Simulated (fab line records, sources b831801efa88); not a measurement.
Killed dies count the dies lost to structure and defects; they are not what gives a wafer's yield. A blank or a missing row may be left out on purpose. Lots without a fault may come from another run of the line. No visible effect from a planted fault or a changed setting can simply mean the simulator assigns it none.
2 desks, one fault :: flow gf180mcu :: numbers are kept per desk, each desk with only its own; the story behind them comes last

## THE METROLOGY DESK
Lot by lot, what the gauges showed, no matter which tool ran the lot: averages of those sampled wafers that carry a number. Any lot whose mean is over 4 standard deviations away from the usual mean is out of limits and marked OUT; that distance is given in the brackets.
Columns: A = M1_ALCU_RS at GF_M1_RS_MEAS_05, usual 0.0696 ohm/sq; B = M1_OVL at GF_M1_OVL_MEAS_15, usual -7 nm; C = V1_W_RS at GF_V1_RS_MEAS_24, usual 0.322 ohm/sq; D = V1_W_THK at GF_V1_THK_MEAS_25, usual 365 nm
lot: L860
first seen here: day 16 20:15
A: 0.0698
B: -10
C: 0.326
D: 361

lot: L861
first seen here: day 17 05:15
A: 0.0689
B: -10
C: 0.321
D: 363

lot: L865
first seen here: day 19 03:29
A: 0.0711
B: -9
C: 0.321
D: 364

lot: L866
first seen here: day 19 21:06
A: 0.0695
B: -7
C: 0.311
D: 377

lot: L867
first seen here: day 19 21:42
A: 0.0707
B: -4
C: 0.325
D: 367

lot: L868
first seen here: day 20 02:22
A: 0.0696
B: -9
C: 0.311
D: 386

lot: L876
first seen here: day 22 16:32
A: 0.0687
B: -5
C: 0.323
D: 362

lot: L877
first seen here: day 22 22:26
A: 0.0683
B: -4
C: 0.327
D: 356

lot: L879
first seen here: day 23 12:17
A: 0.0695
B: -3
C: 0.323
D: 362

lot: L880
first seen here: day 23 18:59
A: 0.0695
B: -5
C: 0.322
D: 364

lot: L881
first seen here: day 24 09:41
A: 0.0692
B: -2
C: 0.331
D: 360

lot: L882
first seen here: day 24 16:04
A: 0.0695
B: -7
C: 0.318
D: 367
Finding of this desk: none of the 12 lots has anything out of limits.

## AT THE TOOL OWNER'S DESK: cvd_w-01
The tool's own readings at GF_V1_CVD_23 (deposits W, target thk 350 nm, time 105.05 s): means of the sampled wafers that have a number, for each lot that ran on this tool. Any lot whose mean is over 4 standard deviations away from the usual mean is out of limits and marked OUT; that distance is given in the brackets.
Columns: A = chamber_pressure_Torr at GF_V1_CVD_23, usual 39.99 Torr; B = heater_power_w at GF_V1_CVD_23, usual 857 W
lot: L860
first seen here: day 18 23:28
A: 39.99
B: 835

lot: L866
first seen here: day 22 01:47
A: 43.42 (+45) OUT
B: 833

lot: L868
first seen here: day 22 05:26
A: 43.45 (+45) OUT
B: 838

lot: L876
first seen here: day 24 17:37
A: 39.96
B: 867

lot: L880
first seen here: day 25 17:56
A: 39.94
B: 833

lot: L882
first seen here: day 26 13:56
A: 40.04
B: 866
This desk finds L866, L868 out of limits, L866 being first, at day 22 01:47 (chamber_pressure_Torr at GF_V1_CVD_23). In limits: L860, L876, L880, L882.

## TAKEN TOGETHER
The tool owner's desk had the chance to raise an alarm at day 22 01:47 on L866, L868.
The metrology desk saw nothing out of limits.
The metrology desk has L866, L868 on record, within its limits.
On cvd_w-01, each named lot ran GF_V1_CVD_23.

## WHAT THE SIMULATOR HAD PUT IN
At GF_V1_CVD_23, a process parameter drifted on cvd_w-01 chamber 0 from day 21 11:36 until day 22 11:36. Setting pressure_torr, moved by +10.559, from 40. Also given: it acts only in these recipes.
Shown lots that were struck: L866, L868.
Time in hours from fault onset to the first out-of-limits reading at each desk: the tool owner's desk, 14.
